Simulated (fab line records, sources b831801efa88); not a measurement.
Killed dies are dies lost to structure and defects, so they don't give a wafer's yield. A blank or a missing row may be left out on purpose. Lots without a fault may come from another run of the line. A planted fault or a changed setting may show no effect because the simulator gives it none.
Chamber matching | flow sky130 | SKY_CONTACT_CMP_27 on cmp-01: 4 sister chambers
The step polishes, stops on SiO2, t overpolish 15 s, target thk 0 nm. 8 wafers are shown with their chamber, then 9 later ones without.

WAFERS WITH THEIR CHAMBER
wafer  | chamber | motor_current_A (A) | time_to_endpoint_s (s)
L077.5 | 3       | 11.1                | 79
L084.4 | 2       | 12.7                | 81
L086.3 | 1       | 10.5                | 81
L086.4 | 2       | 12.1                | 81
L086.5 | 0       | 13.0                | 81
L091.1 | 0       | 11.9                | 81
L091.2 | 3       | 10.5                | 82
L091.4 | 1       | 9.8                 | 86

WAFERS WITHOUT THEIR CHAMBER
wafer  | motor_current_A (A) | time_to_endpoint_s (s)
L093.2 | 10.6                | 79
L093.3 | 12.3                | 79
L093.4 | 13.1                | 82
L096.4 | 11.1                | 84
L096.5 | 11.6                | 80
L096.6 | 12.3                | 79
L097.1 | 11.3                | 77
L097.3 | 11.9                | 79
L097.4 | 10.2                | 85

WHICH CHAMBER EACH WENT THROUGH
wafer  | from the rows above               | in truth
L093.2 | can't be placed: 3 or 1           | 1
L093.3 | can't be placed: 2 or 0 or 3      | 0
L093.4 | can't be placed: 0 or 2           | 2
L096.4 | can't be placed: 1 or 3 or 2 or 0 | 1
L096.5 | can't be placed: 3 or 2 or 0 or 1 | 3
L096.6 | can't be placed: 2 or 0 or 3      | 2
L097.1 | can't be placed: 3 or 2 or 0 or 1 | 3
L097.3 | can't be placed: 2 or 0 or 3      | 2
L097.4 | can't be placed: 1 or 3           | 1
Placed correctly: 0 of 9. Can't be placed from these rows: 9 (the true chamber is among the candidates in 9). Placed wrongly: 0.
How it was worked out, from the rows above alone: a wafer's distance from a chamber is the root of the sum, over the readings, of the square of ((its reading less the chamber's mean) divided by the reading's scatter). The wafer belongs to the nearest chamber; if the next one is less than 2 further off, it can't be placed. A chamber's mean is the mean of its shown wafers. The scatter: the root of (the sum of the squares of (reading less its chamber's mean) over the shown wafers, divided by (wafers less chambers)).
